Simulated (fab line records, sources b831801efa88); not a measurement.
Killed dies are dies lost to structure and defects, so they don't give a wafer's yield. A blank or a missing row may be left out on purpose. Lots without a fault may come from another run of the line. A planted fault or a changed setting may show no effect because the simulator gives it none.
Chamber matching | flow sky130 | SKY_VIA1_CMP_02 on cmp-01: 4 sister chambers
The step polishes SiO2. 20 wafers are shown with their chamber, then 10 later ones without.

WAFERS WITH THEIR CHAMBER
wafer  | chamber | motor_current_A (A) | slurry_flow_ml_min
L074.2 | 1       | 10.8                | 150.1
L074.3 | 0       | 12.9                | 149.9
L074.4 | 3       | 11.1                | 150.2
L075.3 | 1       | 9.8                 | 150.2
L075.4 | 3       | 11.4                | 149.9
L075.5 | 2       | 13.7                | 148.9
L079.2 | 0       | 12.8                | 149.6
L079.5 | 1       | 11.1                | 149.1
L079.6 | 2       | 13.0                | 151.1
L080.1 | 3       | 11.5                | 149.7
L080.3 | 0       | 13.3                | 150.9
L080.4 | 2       | 13.3                | 150.4
L082.2 | 1       | 10.3                | 149.9
L082.5 | 2       | 13.1                | 150.1
L082.6 | 3       | 11.1                | 149.5
L086.1 | 3       | 11.2                | 149.6
L086.2 | 1       | 10.6                | 150.1
L086.6 | 0       | 13.2                | 149.7
L088.1 | 0       | 12.4                | 150.1
L088.4 | 1       | 10.9                | 150.1

SIGNATURES (means of the wafers above)
reading            | chamber 0 | chamber 1 | chamber 2 | chamber 3 | scatter within a chamber
motor_current_A    | 12.920    | 10.583    | 13.275    | 11.260    | 0.357
slurry_flow_ml_min | 150.040   | 149.917   | 150.125   | 149.780   | 0.545
Rule: a wafer's distance from a chamber is the root of the sum, over the readings, of the square of ((its reading less the chamber's mean) divided by the reading's scatter). The wafer belongs to the nearest chamber; if the next one is less than 2 further off, it can't be placed. The scatter: the root of (the sum of the squares of (reading less its chamber's mean) over the shown wafers, divided by (wafers less chambers)).

WAFERS WITHOUT THEIR CHAMBER
wafer  | motor_current_A (A) | slurry_flow_ml_min
L088.5 | 11.2                | 149.8
L090.1 | 10.8                | 149.7
L090.5 | 12.4                | 149.4
L090.6 | 11.6                | 150.5
L096.1 | 11.5                | 149.8
L096.3 | 10.8                | 150.3
L096.5 | 11.5                | 149.7
L097.1 | 13.4                | 150.2
L097.2 | 11.0                | 150.8
L097.3 | 10.7                | 149.4

WHICH CHAMBER EACH WENT THROUGH
wafer  | from the rows above          | in truth
L088.5 | can't be placed: 3 or 1      | 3
L090.1 | can't be placed: 1 or 3      | 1
L090.5 | can't be placed: 0 or 2 or 3 | 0
L090.6 | can't be placed: 3 or 1      | 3
L096.1 | can't be placed: 3 or 1      | 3
L096.3 | can't be placed: 1 or 3      | 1
L096.5 | can't be placed: 3 or 1      | 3
L097.1 | can't be placed: 2 or 0      | 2
L097.2 | can't be placed: 1 or 3      | 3
L097.3 | can't be placed: 1 or 3      | 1
Placed correctly: 0 of 10. Can't be placed from these rows: 10 (the true chamber is among the candidates in 10). Placed wrongly: 0.
